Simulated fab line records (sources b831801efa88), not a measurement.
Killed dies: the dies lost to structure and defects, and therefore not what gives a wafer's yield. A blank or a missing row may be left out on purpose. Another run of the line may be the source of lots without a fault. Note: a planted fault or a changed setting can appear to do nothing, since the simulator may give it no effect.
Comparing a struck lot with a sound one -- flow sky130 -- 14 steps out of a route of 708
Sound: these wafers, L177.2, L177.3, L177.6. The struck wafers were L196.1, L196.3. At the end, the cause is stated.
Each step with rows lists, per side, the tool, then ch with its chambers, then its first start. Under that, the readings that differ: sound wafers -- struck wafers -- difference of the means -- sigmas: that difference in standard deviations of wafers without a fault.
alike: words and numbers the same on both sides, and readings whose means are apart by under 2 such deviations; not compared: readings that were withheld, readings missing a value for some wafer, numbers with overlapping values and no deviation given by the record, and bounds like >300 which may hide the same value.
A row with sigmas, a row that says differs or no value, or rows on one side alone: a step with any of these is where the two part. Non-overlapping numbers with no deviation appear without sigmas and do not part them. A reading missing from all wafers of one side parts the sides only when that side holds two or more wafers.

first, 7 steps without rows for these wafers: SKY_METAL2_HMDS_08 (prime time 60 s); SKY_METAL2_COAT_09 (resist thk 60 nm); SKY_METAL2_COAT_10 (resist thk 450 nm); SKY_METAL2_SOFTBAKE_11 (time 90 s); SKY_METAL2_EXPOSE_12 (exposes mask MM2, target cd 140 nm); SKY_METAL2_PEB_13; SKY_METAL2_DEVELOP_14 (develop time 60 s).
SKY_METAL2_CD_MEAS_15: target cd 140 nm.
  struck on cd-sem-02, day 41 21:50; sound on cd-sem-02, day 37 01:25
  alike: cd-nm
SKY_METAL2_OVL_MEAS_16:
  struck on overlay-01, day 41 21:58; sound on overlay-01, day 37 01:31
  alike: METAL2_OVL
SKY_METAL2_DESCUM_17: chemistry O2, time 8 s.
  sound on rie-metal-04 ch 0,1, day 37 01:33; struck on rie-metal-01 ch 1, day 41 22:00
  alike: drypump-motor-current-A, oes-product-au
  not compared: rf-hours-counter-h
SKY_METAL2_ETCH_18: etches BARC in N2/H2, stops on SiO2, time 45.9 s, target depth 60 nm.
  sound on rie-metal-04 ch 0,1, day 37 01:35; struck on rie-metal-01 ch 1, day 41 22:02
  alike: drypump-motor-current-A, oes-product-au, throttle-valve-pct
  not compared: rf-hours-counter-h
SKY_METAL2_METAL_ETCH_19: etches the open film in Cl2/BCl3, stops on SiO2, target depth 360 nm, time 78 s.
  sound on rie-metal-04 ch 0,1, day 37 01:39; struck on rie-metal-01 ch 1, day 41 22:05
  alike: drypump-motor-current-A, oes-product-au, throttle-valve-pct
  not compared: rf-hours-counter-h
SKY_METAL2_STRIP_20: strips in O2/N2.
  sound on plasma-asher-01 ch 0,1, day 37 01:44; struck on plasma-asher-03 ch 0, day 41 22:11
reading,sound,struck,difference,sigmas
overash-fraction,0.5 0.5 0.5,0.3 0.3,-0.2,
  alike: drypump-motor-current-A, oes-product-au, strip-time-to-endpoint-s
  not compared: rf-hours-counter-h
then, 1 step without rows for these wafers: SKY_METAL2_STRIP_21 (strips in post etch residue remover, time 1200 s).

== WHERE THEY PART ==
Nowhere in this record.

WHY: what the simulator had put in
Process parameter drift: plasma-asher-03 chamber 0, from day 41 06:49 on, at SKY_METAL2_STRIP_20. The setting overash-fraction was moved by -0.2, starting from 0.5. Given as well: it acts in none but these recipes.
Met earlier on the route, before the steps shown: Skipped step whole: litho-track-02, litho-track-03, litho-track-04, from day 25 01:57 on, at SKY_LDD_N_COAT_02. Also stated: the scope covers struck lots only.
